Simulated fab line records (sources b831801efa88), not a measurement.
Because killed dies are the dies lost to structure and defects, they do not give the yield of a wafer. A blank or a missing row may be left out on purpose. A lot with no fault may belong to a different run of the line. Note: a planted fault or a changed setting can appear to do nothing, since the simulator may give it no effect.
Comparing a struck lot with a sound one + flow sky130 + 30 out of 708 route steps
Sound: wafers L567.1, L567.3, L567.5. Struck: wafers L570.1, L570.2, L570.5. The cause is given at the end.
At each step with rows: each side's tool, then ch and its chambers, then its first start. Under that, the readings that differ: sound wafers + struck wafers + difference of the means + sigmas: that difference in standard deviations of wafers without a fault.
alike: same words and numbers on both sides, and readings whose means sit less than 2 such deviations apart. not compared: any withheld reading, any reading some wafer has no value for, any bound like >300 that may hide the same value, and any number with overlapping values for which the record gives no deviation.
A row with sigmas, a row that says differs or no value, or rows on one side alone: a step with any of these is where the two part. Numbers that don't overlap but have no deviation are shown without sigmas and don't part them. A reading that every wafer of one side lacks parts them only if that side has two wafers or more.

SKY_PWDE_STRIP_09: strips in O2/N2.
  sound on plasma-asher-02 ch 0,1, day 7 15:15; struck on plasma-asher-02 ch 0,1, day 8 07:18
| reading                      | sound             | struck            | difference | sigmas |
|------------------------------|-------------------|-------------------|------------|--------|
| strip-time-to-endpoint-s (s) | 36.62 36.66 36.60 | 36.99 36.86 36.79 | +0.25      | +2     |
  alike: chamber-pressure-mTorr, drypump-motor-current-A, oes-product-au
  not compared: rf-hours-counter-h
SKY_PWDE_TW_MEAS_10:
  sound on film-metro-04 at day 7 15:21; struck on film-metro-02 at day 8 07:24
  alike: PWDE_TW
then, 7 steps without rows for these wafers: SKY_NWELL_DEHYDRATE_03 (time 60 s); SKY_NWELL_HMDS_04 (prime time 60 s); SKY_NWELL_COAT_05 (resist thk 3000 nm); SKY_NWELL_SOFTBAKE_06; SKY_NWELL_EXPOSE_07 (exposes mask NWM, target cd 840 nm); SKY_NWELL_PEB_08; SKY_NWELL_DEVELOP_09 (develop time 60 s).
SKY_NWELL_OVL_MEAS_10:
  sound on overlay-01 at day 8 11:19; struck on overlay-01 at day 9 04:31
  alike: NWELL_00_OVL
then, 2 steps without rows for these wafers: SKY_NWELL_IMPLANT_11; SKY_NWELL_IMPLANT_12.
SKY_NWELL_IMPLANT_13:
  sound on implanter-04 ch 0, day 8 11:39; struck on implanter-02 ch 0, day 9 04:51
| reading            | sound                         | struck                        | difference | sigmas      |
|--------------------|-------------------------------|-------------------------------|------------|-------------|
| dose-ions-cm2      | 7.004e+11 7.007e+11 7.003e+11 | 5.072e+11 5.063e+11 5.066e+11 | -1.938e+11 | -99 or more |
| faraday-current-uA | 3.94 3.94 4.00                | 2.86 2.81 2.87                | -1.11      | -16         |
SKY_NWELL_STRIP_14: strips in O2/N2.
  sound on plasma-asher-02 ch 1, day 8 11:48; struck on plasma-asher-02 ch 0,1, day 9 05:00
  alike: chamber-pressure-mTorr, drypump-motor-current-A, oes-product-au, strip-time-to-endpoint-s
  not compared: rf-hours-counter-h
SKY_NWELL_TW_MEAS_15:
  sound on film-metro-01 at day 8 11:54; struck on film-metro-01 at day 9 05:06
  alike: NWELL_TW
then, 7 steps without rows for these wafers: SKY_NWELL_DEHYDRATE_16 (time 60 s); SKY_NWELL_HMDS_17 (prime time 60 s); SKY_NWELL_COAT_18 (resist thk 3000 nm); SKY_NWELL_SOFTBAKE_19; SKY_NWELL_EXPOSE_20 (exposes mask NWM COMPLEMENT, target cd 840 nm); SKY_NWELL_PEB_21; SKY_NWELL_DEVELOP_22 (develop time 60 s).
SKY_NWELL_OVL_MEAS_23:
  sound on overlay-02 at day 9 08:49; struck on overlay-02 at day 10 03:22
  alike: NWELL_01_OVL
next, for these wafers, 1 step has no rows: SKY_NWELL_IMPLANT_24.
SKY_NWELL_STRIP_25: strips in O2/N2.
  sound on plasma-asher-02 ch 0,1, day 9 09:00; struck on plasma-asher-04 ch 0,1, day 10 03:33
  alike: chamber-pressure-mTorr, drypump-motor-current-A, oes-product-au, strip-time-to-endpoint-s
  not compared: rf-hours-counter-h
SKY_NWELL_TW_MEAS_26:
  sound on film-metro-01 at day 9 09:06; struck on film-metro-02 at day 10 03:39
| reading    | sound       | struck      | difference | sigmas |
|------------|-------------|-------------|------------|--------|
| NWELL_2_TW | 503 499 501 | 489 492 490 | -11        | -3     |
then, 1 step without rows for these wafers: SKY_NWELL_CLEAN_27 (cleans in SC1/SC2, time 150 s).
SKY_NWELL_RTA_28: time 30 s.
  sound on rtp-anneal-02 ch 0, day 9 09:13; struck on rtp-anneal-01 ch 0, day 10 03:46
  alike: lamp-power-pct, wafer_temp_C_max
SKY_NWELL_RS_MEAS_29: a four-point-probe measurement.
  sound on film-metro-02 at day 9 09:19; struck on film-metro-02 at day 10 04:13
| reading           | sound             | struck            | difference | sigmas |
|-------------------|-------------------|-------------------|------------|--------|
| NWELL_RS (ohm/sq) | 625.1 626.1 625.3 | 630.7 630.2 629.6 | +4.7       | +3     |
  not compared: hold
SKY_PAD_OPEN_PROBE_99:
  the record has rows for the sound wafers here (prober-01, day 49 19:49) and none for the struck ones

## WHERE THEY PART
At SKY_PWDE_STRIP_09 first; at SKY_PAD_OPEN_PROBE_99 last (within this record only).

WHY: what had been put in by the simulator
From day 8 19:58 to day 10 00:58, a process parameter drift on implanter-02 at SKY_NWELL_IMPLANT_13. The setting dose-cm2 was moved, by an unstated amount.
